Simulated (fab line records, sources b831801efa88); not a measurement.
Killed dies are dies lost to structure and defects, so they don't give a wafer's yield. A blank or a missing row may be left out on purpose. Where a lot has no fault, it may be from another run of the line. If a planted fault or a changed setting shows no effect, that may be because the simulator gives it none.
Which of the tools did it?	flow gf180mcu	Sampling: 13 lots, 39 wafers, 5 of 602 route steps

## WHAT THE GAUGES SHOWED, per wafer
GF_STI_THK_MEAS_30.
lot	measured	on	STI_OXIDATION_02_THK (nm)
L502	day 3 01:26	film_metro-01	10.10 10.17 10.31
L505	day 3 09:35	film_metro-01	9.98 10.16 10.16
L504	day 3 09:37	film_metro-04	10.02 10.28 10.22
L506	day 3 09:39	film_metro-03	10.35 10.22 10.40
L508	day 3 21:00	film_metro-04	9.69 9.85 9.53
L507	day 3 21:03	film_metro-01	9.88 9.91 9.83
L510	day 4 03:39	film_metro-03	10.21 10.19 10.03
L511	day 4 07:43	film_metro-04	9.68 9.82 9.75
L513	day 4 17:10	film_metro-03	10.01 10.00 9.91
L519	day 5 20:55	film_metro-01	10.45 10.32 10.41
L521	day 6 06:57	film_metro-01	9.97 10.07 10.05
L523	day 6 18:10	film_metro-03	9.81 9.76 9.69
L524	day 6 22:44	film_metro-04	9.91 9.96 9.99

GF_VT_IMPLANT_TW_MEAS_43.
lot	measured	on	VT_IMPLANT_4_TW
L502	day 8 07:50	film_metro-02	695 696 697
L505	day 8 20:53	film_metro-04	689 689 687
L504	day 8 20:18	film_metro-01	699 699 700
L506	day 8 22:44	film_metro-01	697 703 700
L508	day 9 10:19	film_metro-04	686 690 688
L507	day 9 10:44	film_metro-04	688 686 691
L510	day 9 22:07	film_metro-04	695 690 689
L511	day 10 01:47	film_metro-02	698 702 696
L513	day 10 14:59	film_metro-04	688 692 687
L519	day 12 03:39	film_metro-04	686 690 688
L521	day 12 16:35	film_metro-04	670 668 673
L523	day 13 06:53	film_metro-02	702 698 700
L524	day 13 11:14	film_metro-04	683 690 689

GF_DUAL_GATE_OVL_MEAS_11.
lot	measured	on	DUAL_GATE_OVL (nm)
L502	day 9 04:05	overlay-01	-2.4 1.8 0.4
L505	day 9 16:59	overlay-01	-1.5 -1.1 -3.3
L504	day 9 14:42	overlay-01	-1.9 -2.3 0.2
L506	day 9 19:38	overlay-01	-1.5 -1.3 -2.7
L508	day 10 06:08	overlay-02	-0.2 0.7 -0.3
L507	day 10 06:18	overlay-02	-0.3 0.2 -0.4
L510	day 10 17:08	overlay-01	-1.0 -0.3 0.6
L511	day 10 23:05	overlay-02	-0.2 1.9 0.8
L513	day 11 11:33	overlay-01	-3.2 -1.8 -0.5
L519	day 13 00:51	overlay-01	0.0 -2.5 -1.3
L521	day 13 16:23	overlay-02	-1.9 -0.9 -1.2
L523	day 14 07:45	overlay-02	-2.4 -2.1 -1.0
L524	day 14 10:18	overlay-01	-0.6 0.4 0.5

GF_SALICIDE_THK_MEAS_05: measures by xrf.
lot	measured	on	SALICIDE_TIN_THK (nm)
L502	day 15 22:01	film_metro-03	19.69 19.51 19.50
L505	day 16 15:12	film_metro-03	19.46 19.48 19.54
L504	day 16 14:31	film_metro-04	19.45 19.70 19.50
L506	day 16 17:55	film_metro-02	19.49 19.57 19.56
L508	day 17 06:55	film_metro-04	19.37 19.78 19.45
L507	day 17 10:05	film_metro-02	19.70 19.59 19.64
L510	day 18 01:19	film_metro-03	19.38 19.30 19.65
L511	day 18 09:40	film_metro-03	19.91 19.32 19.66
L513	day 19 02:04	film_metro-02	19.23 19.37 19.64
L519	day 21 06:24	film_metro-03	20.04 20.00 20.15
L521	day 21 18:31	film_metro-02	19.35 19.77 19.56
L523	day 22 09:58	film_metro-03	19.82 19.57 20.02
L524	day 22 17:19	film_metro-02	19.24 19.29 19.24

## TOOL THAT RAN EACH LOT (tool first, then ch and the chambers of the sampled wafers, then the start)
lot	GF_VT_IMPLANT_IMPLANT_41
L502	implanter-01 ch 0, day 8 07:35
L505	implanter-01 ch 0, day 8 20:38
L504	implanter-03 ch 0, day 8 20:05
L506	implanter-03 ch 0, day 8 22:29
L508	implanter-03 ch 0, day 9 10:04
L507	implanter-01 ch 0, day 9 10:30
L510	implanter-01 ch 0, day 9 21:52
L511	implanter-04 ch 0, day 10 01:32
L513	implanter-03 ch 0, day 10 14:45
L519	implanter-04 ch 0, day 12 03:26
L521	implanter-01 ch 0, day 12 16:20
L523	implanter-03 ch 0, day 13 06:40
L524	implanter-04 ch 0, day 13 11:00
- GF_VT_IMPLANT_IMPLANT_41

## WHAT THE TOOLS THEMSELVES READ (means of the sampled wafers that have a number; where no wafer has one, the mark that the record gives instead)
The record holds no such reading with a usual standard deviation.

## THE ANSWER, worked out from the rows above alone
Rule: usual is defined by the lots themselves. The widest of any qualifying gaps counts: lots, ordered by their means at a reading, are off when they make up no more than a third of the lots, leave a main group of 4 or more, and stand apart from it by 3 or more times the standard deviation of that group's means. A main group whose means are all the same, to the digits that the tables above print for the reading, isn't used. A lot without any number at a reading at which 4 lots or more have one is off too. Any other lot the step has rows for is counted as sound. The gauges are gone through in route order, then the tools' own readings, and for those a lot's mean is taken as printed above. The first step at which some lot is off is used, and at that step the reading that is off furthest; a lot without a number counts as furthest.
Off: at GF_VT_IMPLANT_TW_MEAS_43 (VT_IMPLANT_4_TW), L521. For the main group the mean is 693 and the standard deviation 5.2.
A tool fits if, at a process step before that reading, it ran every lot that is off, and no sound lot after the first of them. Gauges at GF_VT_IMPLANT_TW_MEAS_43: tried the same way as those tools. One candidate fits, namely implanter-01 at GF_VT_IMPLANT_IMPLANT_41. Its last sound lot is L510 (day 9 21:52), its first lot that is off L521 (day 12 16:20): a fault that began between those two fits.

## WHAT THE SIMULATOR PUT IN
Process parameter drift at GF_VT_IMPLANT_IMPLANT_41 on implanter-01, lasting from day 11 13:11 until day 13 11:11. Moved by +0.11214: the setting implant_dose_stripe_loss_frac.
Shown lots that were struck: L521. The same result came from the rule above.
